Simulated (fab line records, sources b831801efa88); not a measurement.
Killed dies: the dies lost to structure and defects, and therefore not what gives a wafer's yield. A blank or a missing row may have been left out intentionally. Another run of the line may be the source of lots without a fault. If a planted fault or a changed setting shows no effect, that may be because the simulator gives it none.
Matching of chambers :: flow sky130 :: 3 sister chambers for SKY_PASSIVATION_CVD_00 on pecvd-01
The step deposits SiO2, target thk 90 nm. 6 wafers are shown with their chamber, then 8 later ones without.

== WAFERS PAIRED WITH THEIR CHAMBERS ==
wafer: L403.1
chamber: 2
heaterPowerW (W): 833
heaterPowerOuterW (W): 504

wafer: L405.1
chamber: 2
heaterPowerW (W): 743
heaterPowerOuterW (W): 442

wafer: L411.5
chamber: 0
heaterPowerW (W): 592
heaterPowerOuterW (W): 332

wafer: L414.2
chamber: 0
heaterPowerW (W): 657
heaterPowerOuterW (W): 384

wafer: L414.4
chamber: 1
heaterPowerW (W): 646
heaterPowerOuterW (W): 371

wafer: L416.3
chamber: 1
heaterPowerW (W): 669
heaterPowerOuterW (W): 374

== WAFERS WITHOUT THEIR CHAMBER ==
wafer: L416.4
heaterPowerW (W): 809
heaterPowerOuterW (W): 488

wafer: L416.6
heaterPowerW (W): 560
heaterPowerOuterW (W): 300

wafer: L417.1
heaterPowerW (W): 582
heaterPowerOuterW (W): 338

wafer: L417.5
heaterPowerW (W): 641
heaterPowerOuterW (W): 359

wafer: L417.6
heaterPowerW (W): 611
heaterPowerOuterW (W): 329

wafer: L420.2
heaterPowerW (W): 549
heaterPowerOuterW (W): 299

wafer: L420.3
heaterPowerW (W): 668
heaterPowerOuterW (W): 379

wafer: L420.6
heaterPowerW (W): 648
heaterPowerOuterW (W): 384

== THE CHAMBER EACH PASSED THROUGH ==
wafer: L416.4
from the rows above: 2
in truth: 2

wafer: L416.6
from the rows above: can't be placed: 0 or 1
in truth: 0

wafer: L417.1
from the rows above: can't be placed: 0 or 1
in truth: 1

wafer: L417.5
from the rows above: can't be placed: 0 or 1
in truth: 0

wafer: L417.6
from the rows above: can't be placed: 0 or 1
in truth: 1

wafer: L420.2
from the rows above: can't be placed: 0 or 1
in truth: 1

wafer: L420.3
from the rows above: can't be placed: 1 or 0
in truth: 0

wafer: L420.6
from the rows above: can't be placed: 1 or 0
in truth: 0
Correct placement for 1 of the 8. From these rows, 7 cannot be placed; in 7 the true chamber is one of the candidates. Wrongly placed: 0.
How it was worked out, from the rows above alone: a wafer's distance from a chamber is the root of the sum, over the readings, of the square of ((its reading less the chamber's mean) divided by the reading's scatter). If the next closest chamber is less than 2 further off than the closest, the wafer can't be placed; otherwise it belongs to the closest. For every chamber, the mean is computed from those of its wafers that are shown. How the scatter is found: for the shown wafers, subtract from each reading the mean of its chamber, square and add these, divide the total by (wafers less chambers), then take the root.
